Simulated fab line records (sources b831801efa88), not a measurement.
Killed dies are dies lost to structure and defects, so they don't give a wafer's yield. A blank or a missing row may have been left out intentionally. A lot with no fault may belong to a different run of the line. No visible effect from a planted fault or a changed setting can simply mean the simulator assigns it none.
Which tool did it? / flow gf180mcu / 45 wafers from 15 lots sampled at 5 of the route's 602 steps

== WHAT EACH GAUGE READ, for each wafer ==
GF_VT_IMPLANT_RS_MEAS_48: measures by four-point-probe. Usual: LVPWELL_RS 1195.9 ohm/sq, standard deviation 2.7.
lot=L242; measured=day 7 19:20; on=film-metro-04; LVPWELL_RS (ohm/sq)=1198.2 1197.9 1196.3; flag=
lot=L243; measured=day 8 03:10; on=film-metro-04; LVPWELL_RS (ohm/sq)=1198.7 1195.1 1197.4; flag=
lot=L244; measured=day 8 08:58; on=film-metro-04; LVPWELL_RS (ohm/sq)=1198.4 1203.8 1202.1; flag=
lot=L245; measured=day 8 15:32; on=film-metro-02; LVPWELL_RS (ohm/sq)=1195.5 1194.4 1198.5; flag=
lot=L246; measured=day 9 00:34; on=film-metro-03; LVPWELL_RS (ohm/sq)=1198.4 1195.7 1196.4; flag=
lot=L247; measured=day 9 07:47; on=film-metro-02; LVPWELL_RS (ohm/sq)=1196.5 1195.8 1198.4; flag=
lot=L248; measured=day 9 11:49; on=film-metro-02; LVPWELL_RS (ohm/sq)=1190.2 1192.5 1193.7; flag=
lot=L249; measured=day 9 20:44; on=film-metro-03; LVPWELL_RS (ohm/sq)=1196.9 1199.0 1196.1; flag=
lot=L251; measured=day 10 08:44; on=film-metro-04; LVPWELL_RS (ohm/sq)=1197.6 1195.4 1195.5; flag=
lot=L256; measured=day 12 00:49; on=film-metro-03; LVPWELL_RS (ohm/sq)=1197.8 1192.9 1194.8; flag=
lot=L258; measured=day 12 06:44; on=film-metro-03; LVPWELL_RS (ohm/sq)=1192.3 1194.2 1191.3; flag=
lot=L259; measured=day 12 11:22; on=film-metro-03; LVPWELL_RS (ohm/sq)=1194.9 1192.8 1195.8; flag=
lot=L260; measured=day 13 01:51; on=film-metro-02; LVPWELL_RS (ohm/sq)=1195.9 1196.6 1193.7; flag=
lot=L261; measured=day 13 08:29; on=film-metro-04; LVPWELL_RS (ohm/sq)=1197.6 1198.8 1194.9; flag=
lot=L262; measured=day 13 16:35; on=film-metro-03; LVPWELL_RS (ohm/sq)=1192.1 1194.7 1194.9; flag=

GF_POLY_GATE_OVL_MEAS_11. Usual: POLY_GATE_OVL 1 nm, standard deviation 5.1.
lot=L242; measured=day 9 10:52; on=overlay-02; POLY_GATE_OVL (nm)=3 -3 1; flag=
lot=L243; measured=day 9 19:41; on=overlay-01; POLY_GATE_OVL (nm)=6 7 3; flag=
lot=L244; measured=day 10 01:33; on=overlay-01; POLY_GATE_OVL (nm)=-2 -1 3; flag=
lot=L245; measured=day 10 08:41; on=overlay-02; POLY_GATE_OVL (nm)=-8 -12 -9; flag=
lot=L246; measured=day 10 17:14; on=overlay-01; POLY_GATE_OVL (nm)=0 2 -7; flag=
lot=L247; measured=day 11 01:30; on=overlay-01; POLY_GATE_OVL (nm)=7 11 9; flag=
lot=L248; measured=day 11 05:18; on=overlay-01; POLY_GATE_OVL (nm)=0 0 4; flag=
lot=L249; measured=day 11 16:24; on=overlay-02; POLY_GATE_OVL (nm)=-4 -4 5; flag=
lot=L251; measured=day 12 05:08; on=overlay-02; POLY_GATE_OVL (nm)=-4 -10 -9; flag=
lot=L256; measured=day 13 21:05; on=overlay-01; POLY_GATE_OVL (nm)=3 0 6; flag=
lot=L258; measured=day 14 09:01; on=overlay-02; POLY_GATE_OVL (nm)=1 6 6; flag=
lot=L259; measured=day 14 12:48; on=overlay-02; POLY_GATE_OVL (nm)=5 2 -1; flag=
lot=L260; measured=day 15 04:23; on=overlay-01; POLY_GATE_OVL (nm)=-3 1 1; flag=
lot=L261; measured=day 15 10:23; on=overlay-01; POLY_GATE_OVL (nm)=7 5 8; flag=
lot=L262; measured=day 15 17:16; on=overlay-01; POLY_GATE_OVL (nm)=9 1 2; flag=

GF_HV_LDD_CD_MEAS_07: target cd 400 nm. Usual: cd-nm reads 399.6 nm (standard deviation 2.1).
lot=L242; measured=day 10 05:43; on=cd-sem-01; cd-nm (nm)=403.5 400.7 402.4; flag=
lot=L243; measured=day 10 15:31; on=cd-sem-02; cd-nm (nm)=400.4 399.4 400.8; flag=
lot=L244; measured=day 10 20:59; on=cd-sem-01; cd-nm (nm)=398.6 398.3 397.8; flag=
lot=L245; measured=day 11 04:22; on=cd-sem-01; cd-nm (nm)=401.4 401.5 399.1; flag=
lot=L246; measured=day 11 13:04; on=cd-sem-01; cd-nm (nm)=396.3 394.4 398.3; flag=
lot=L247; measured=day 11 22:19; on=cd-sem-01; cd-nm (nm)=401.7 399.2 399.7; flag=
lot=L248; measured=day 12 02:30; on=cd-sem-02; cd-nm (nm)=396.4 300.7 394.9; flag=OFF
lot=L249; measured=day 12 13:16; on=cd-sem-02; cd-nm (nm)=306.1 401.5 304.9; flag=OFF
lot=L251; measured=day 13 02:35; on=cd-sem-02; cd-nm (nm)=306.6 401.3 303.5; flag=OFF
lot=L256; measured=day 14 19:28; on=cd-sem-01; cd-nm (nm)=396.0 397.7 398.9; flag=
lot=L258; measured=day 15 07:24; on=cd-sem-01; cd-nm (nm)=393.5 397.3 395.3; flag=
lot=L259; measured=day 15 11:52; on=cd-sem-01; cd-nm (nm)=403.1 404.7 403.1; flag=
lot=L260; measured=day 16 05:34; on=cd-sem-02; cd-nm (nm)=399.8 399.2 399.4; flag=
lot=L261; measured=day 16 09:38; on=cd-sem-01; cd-nm (nm)=401.4 399.8 400.9; flag=
lot=L262; measured=day 16 16:57; on=cd-sem-01; cd-nm (nm)=395.8 398.5 396.4; flag=

GF_HV_LDD_OVL_MEAS_08. Usual: HV_LDD_OVL -0.4 nm, standard deviation 1.3.
lot=L242; measured=day 10 05:48; on=overlay-02; HV_LDD_OVL (nm)=-1.6 -0.8 0.2; flag=
lot=L243; measured=day 10 15:38; on=overlay-02; HV_LDD_OVL (nm)=-1.2 2.2 -0.1; flag=
lot=L244; measured=day 10 21:07; on=overlay-01; HV_LDD_OVL (nm)=0.4 -0.2 0.0; flag=
lot=L245; measured=day 11 04:29; on=overlay-02; HV_LDD_OVL (nm)=-0.1 -0.2 -0.2; flag=
lot=L246; measured=day 11 13:11; on=overlay-02; HV_LDD_OVL (nm)=-2.5 -2.1 -2.7; flag=
lot=L247; measured=day 11 22:26; on=overlay-01; HV_LDD_OVL (nm)=0.4 0.7 2.4; flag=
lot=L248; measured=day 12 02:36; on=overlay-01; HV_LDD_OVL (nm)=-0.3 -0.9 -0.8; flag=
lot=L249; measured=day 12 13:23; on=overlay-02; HV_LDD_OVL (nm)=-1.9 0.3 -2.4; flag=
lot=L251; measured=day 13 02:41; on=overlay-01; HV_LDD_OVL (nm)=0.5 -0.8 0.1; flag=
lot=L256; measured=day 14 19:35; on=overlay-02; HV_LDD_OVL (nm)=-0.4 0.5 1.5; flag=
lot=L258; measured=day 15 07:29; on=overlay-02; HV_LDD_OVL (nm)=2.1 2.0 1.7; flag=
lot=L259; measured=day 15 11:59; on=overlay-02; HV_LDD_OVL (nm)=-0.1 -1.0 -0.7; flag=
lot=L260; measured=day 16 05:40; on=overlay-02; HV_LDD_OVL (nm)=0.9 -0.9 0.5; flag=
lot=L261; measured=day 16 09:44; on=overlay-02; HV_LDD_OVL (nm)=-1.3 0.5 -0.6; flag=
lot=L262; measured=day 16 17:02; on=overlay-01; HV_LDD_OVL (nm)=-1.4 -1.4 -1.6; flag=

== WHAT TOOL EACH LOT RAN ON (gives the tool, then ch and the chambers of the sampled wafers, and finally the start) ==
lot=L242; GF_HV_LDD_DEVELOP_06=litho-track-01 ch 0, day 10 05:34
lot=L243; GF_HV_LDD_DEVELOP_06=litho-track-01 ch 0, day 10 15:22
lot=L244; GF_HV_LDD_DEVELOP_06=litho-track-03 ch 0, day 10 20:50
lot=L245; GF_HV_LDD_DEVELOP_06=litho-track-01 ch 0, day 11 04:13
lot=L246; GF_HV_LDD_DEVELOP_06=litho-track-04 ch 0, day 11 12:55
lot=L247; GF_HV_LDD_DEVELOP_06=litho-track-04 ch 0, day 11 22:10
lot=L248; GF_HV_LDD_DEVELOP_06=litho-track-04 ch 0, day 12 02:22
lot=L249; GF_HV_LDD_DEVELOP_06=litho-track-04 ch 0, day 12 13:07
lot=L251; GF_HV_LDD_DEVELOP_06=litho-track-04 ch 0, day 13 02:26
lot=L256; GF_HV_LDD_DEVELOP_06=litho-track-01 ch 0, day 14 19:19
lot=L258; GF_HV_LDD_DEVELOP_06=litho-track-03 ch 0, day 15 07:16
lot=L259; GF_HV_LDD_DEVELOP_06=litho-track-01 ch 0, day 15 11:43
lot=L260; GF_HV_LDD_DEVELOP_06=litho-track-03 ch 0, day 16 05:25
lot=L261; GF_HV_LDD_DEVELOP_06=litho-track-04 ch 0, day 16 09:29
lot=L262; GF_HV_LDD_DEVELOP_06=litho-track-03 ch 0, day 16 16:49
- GF_HV_LDD_DEVELOP_06: develop time 60 s.

== AS READ BY THE TOOLS THEMSELVES (means over the sampled wafers that have a number; for cases with no such wafer, the mark the record gives instead) ==
GF_HV_LDD_DEVELOP_06. Usual: exhaust-pa reads 45.1 Pa (standard deviation 0.9).
lot=L242; tool=litho-track-01; exhaust-pa (Pa)=44.8; flag=
lot=L243; tool=litho-track-01; exhaust-pa (Pa)=44.9; flag=
lot=L244; tool=litho-track-03; exhaust-pa (Pa)=46.0; flag=
lot=L245; tool=litho-track-01; exhaust-pa (Pa)=45.5; flag=
lot=L246; tool=litho-track-04; exhaust-pa (Pa)=45.8; flag=
lot=L247; tool=litho-track-04; exhaust-pa (Pa)=44.0; flag=
lot=L248; tool=litho-track-04; exhaust-pa (Pa)=44.8; flag=
lot=L249; tool=litho-track-04; exhaust-pa (Pa)=44.8; flag=
lot=L251; tool=litho-track-04; exhaust-pa (Pa)=45.6; flag=
lot=L256; tool=litho-track-01; exhaust-pa (Pa)=46.0; flag=
lot=L258; tool=litho-track-03; exhaust-pa (Pa)=45.8; flag=
lot=L259; tool=litho-track-01; exhaust-pa (Pa)=46.0; flag=
lot=L260; tool=litho-track-03; exhaust-pa (Pa)=45.2; flag=
lot=L261; tool=litho-track-04; exhaust-pa (Pa)=44.8; flag=
lot=L262; tool=litho-track-03; exhaust-pa (Pa)=44.3; flag=

== THE ANSWER, worked out from the rows above alone ==
Rule: lot off if the mean of its wafers having a number is beyond 3 standard deviations from the usual mean. Also off: a lot with no number at a reading for which 4 or more lots have one. All remaining lots with rows at the step are treated as sound. Order of review: gauges by route order, followed by the tools' own readings, for which a lot's mean as printed above is used. At the first step where some lot is off, the reading lying furthest off is the one used; lots without a number count as furthest.
Off: L248, L249, L251 (GF_HV_LDD_CD_MEAS_07, cd-nm).
A tool fits if, at a process step before that reading, it ran every lot that is off, and no sound lot after the first of them. The gauges at GF_HV_LDD_CD_MEAS_07 are tried like those tools. No candidate that was tried fits.

== WHAT HAD BEEN PUT IN BY THE SIMULATOR ==
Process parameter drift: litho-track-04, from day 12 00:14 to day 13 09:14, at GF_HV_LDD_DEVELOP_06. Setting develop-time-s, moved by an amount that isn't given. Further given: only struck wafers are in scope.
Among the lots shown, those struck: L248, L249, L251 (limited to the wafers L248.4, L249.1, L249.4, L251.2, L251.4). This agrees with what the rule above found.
